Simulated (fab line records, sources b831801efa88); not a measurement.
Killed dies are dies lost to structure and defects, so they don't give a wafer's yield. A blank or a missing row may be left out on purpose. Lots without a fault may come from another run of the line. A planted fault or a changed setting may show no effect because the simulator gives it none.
A struck lot beside a sound one | flow sky130 | 16 steps out of a route of 708
Sound: wafers L515.2, L515.5, L515.6. Struck: wafers L523.1, L523.4, L523.6. The cause comes at the end.
At each step with rows: each side's tool, then ch and its chambers, then its first start. Under that, the readings that differ: sound wafers | struck wafers | difference of the means | sigmas: that difference in standard deviations of wafers without a fault.
alike: readings whose means differ by less than 2 such deviations, and words and numbers that are the same on both sides. not compared: withheld readings, readings that some wafer has no value for, bounds like >300 that may hide the same value, and numbers for which the record gives no deviation and whose values overlap.
The two part at a step that has a row with sigmas, a row that says differs or no value, or rows on one side only. Numbers that don't overlap but have no deviation are shown without sigmas and don't part them. A reading that every wafer of one side lacks parts them only if that side has two wafers or more.

SKY_FIELD_ISO_THK_MEAS_02:
  sound on film_metro-03, day 2 22:38; struck on film_metro-01, day 4 15:20
  alike: FIELD_ISO_OXIDATION_00_THK
then, 1 step without rows for these wafers: SKY_FIELD_ISO_CVD_03 (deposits Si3N4 from DCS/NH3, target thk 165 nm, time 2830 s).
SKY_FIELD_ISO_THK_MEAS_04:
  sound on film_metro-01, day 3 00:29; struck on film_metro-03, day 4 19:38
  reading                   | sound             | struck            | difference | sigmas
  FIELD_ISO_CVD_03_THK (nm) | 165.7 166.7 165.7 | 163.5 162.7 163.5 | -2.8       | -2
then, 8 steps without rows for these wafers: SKY_FIELD_ISO_DEHYDRATE_05 (time 60 s); SKY_FIELD_ISO_HMDS_06 (prime time 60 s); SKY_FIELD_ISO_COAT_07 (resist thk 60 nm); SKY_FIELD_ISO_COAT_08 (resist thk 450 nm); SKY_FIELD_ISO_SOFTBAKE_09 (time 90 s); SKY_FIELD_ISO_EXPOSE_10 (exposes mask FOM, target cd 150 nm); SKY_FIELD_ISO_PEB_11; SKY_FIELD_ISO_DEVELOP_12 (develop time 60 s).
SKY_FIELD_ISO_CD_MEAS_13: target cd 150 nm.
  sound on cd_sem-01, day 3 16:24; struck on cd_sem-02, day 5 12:50
  alike: cd_nm
SKY_FIELD_ISO_ETCH_14: etches BARC in N2/H2, stops on SiO2, time 45.9 s, target depth 60 nm.
  sound on rie_diel-01 ch 0,1, day 3 16:30; struck on rie_diel-01 ch 0,1,2, day 5 12:57
  no value came back on the struck wafers for any of 5 readings (bias_w (W), chamber_pressure_mTorr (mTorr) and others); on the sound wafers bias_w (W) reads 100.1 99.6 99.7
  reading                                          | sound             | struck            | difference | sigmas
  model.KrF-thick_of_FIELD_ISO_COAT_08.thk_nm (nm) | 394.4 392.5 394.2 | 437.8 436.6 437.1 | +43.5      |
  not compared: rf_hours_counter_h
SKY_FIELD_ISO_ETCH_15: etches the open film in CHF3/O2, stops on Si, target depth 180 nm, time 72 s.
  sound on rie_diel-01 ch 0,1, day 3 16:32; struck on rie_diel-01 ch 0,1,2, day 5 12:59
  reading                                          | sound             | struck            | difference | sigmas
  O2_flow_sccm (sccm)                              | 5.032 5.011 5.023 | 4.999 4.987 4.974 | -0.035     | -3
  oes_product_au (a.u.)                            | 0.946 0.952 0.950 | 0.379 0.372 0.364 | -0.578     | -85
  throttle_valve_pct (%)                           | 8.851 8.857 8.861 | 8.685 8.688 8.678 | -0.173     | -20
  model.KrF-thick_of_FIELD_ISO_COAT_08.thk_nm (nm) | 241.9 233.3 242.3 | 278.2 281.1 278.3 | +40.0      |
  alike: bias_w, drypump_motor_current_A
  not compared: rf_hours_counter_h
SKY_FIELD_ISO_STRIP_16: strips in O2/N2.
  sound on plasma_asher-02 ch 0,1, day 3 16:36; struck on plasma_asher-02 ch 0, day 5 13:03
  reading                      | sound             | struck            | difference | sigmas
  oes_product_au (a.u.)        | 0.383 0.378 0.380 | 0.397 0.395 0.401 | +0.017     | +4
  strip_time_to_endpoint_s (s) | 3.61 3.52 3.61    | 4.00 4.02 4.00    | +0.43      | +10
  alike: drypump_motor_current_A
  not compared: rf_hours_counter_h
SKY_FIELD_ISO_ETCH_17: etches Si in HBr/Cl2/O2, target depth 342 nm, time 97.7 s.
  sound on rie_si-01 ch 1,2,3, day 3 16:42; struck on rie_si-02 ch 0,1, day 5 13:09
  alike: HBr_flow_sccm, O2_flow_sccm, drypump_motor_current_A, oes_product_au, throttle_valve_pct
  not compared: rf_hours_counter_h

WHERE THEY PART
First at SKY_FIELD_ISO_THK_MEAS_04; last, within this record, at SKY_FIELD_ISO_STRIP_16. Later steps at which nothing parts them and some readings are alike: SKY_FIELD_ISO_ETCH_17.

WHY: what the simulator had put in
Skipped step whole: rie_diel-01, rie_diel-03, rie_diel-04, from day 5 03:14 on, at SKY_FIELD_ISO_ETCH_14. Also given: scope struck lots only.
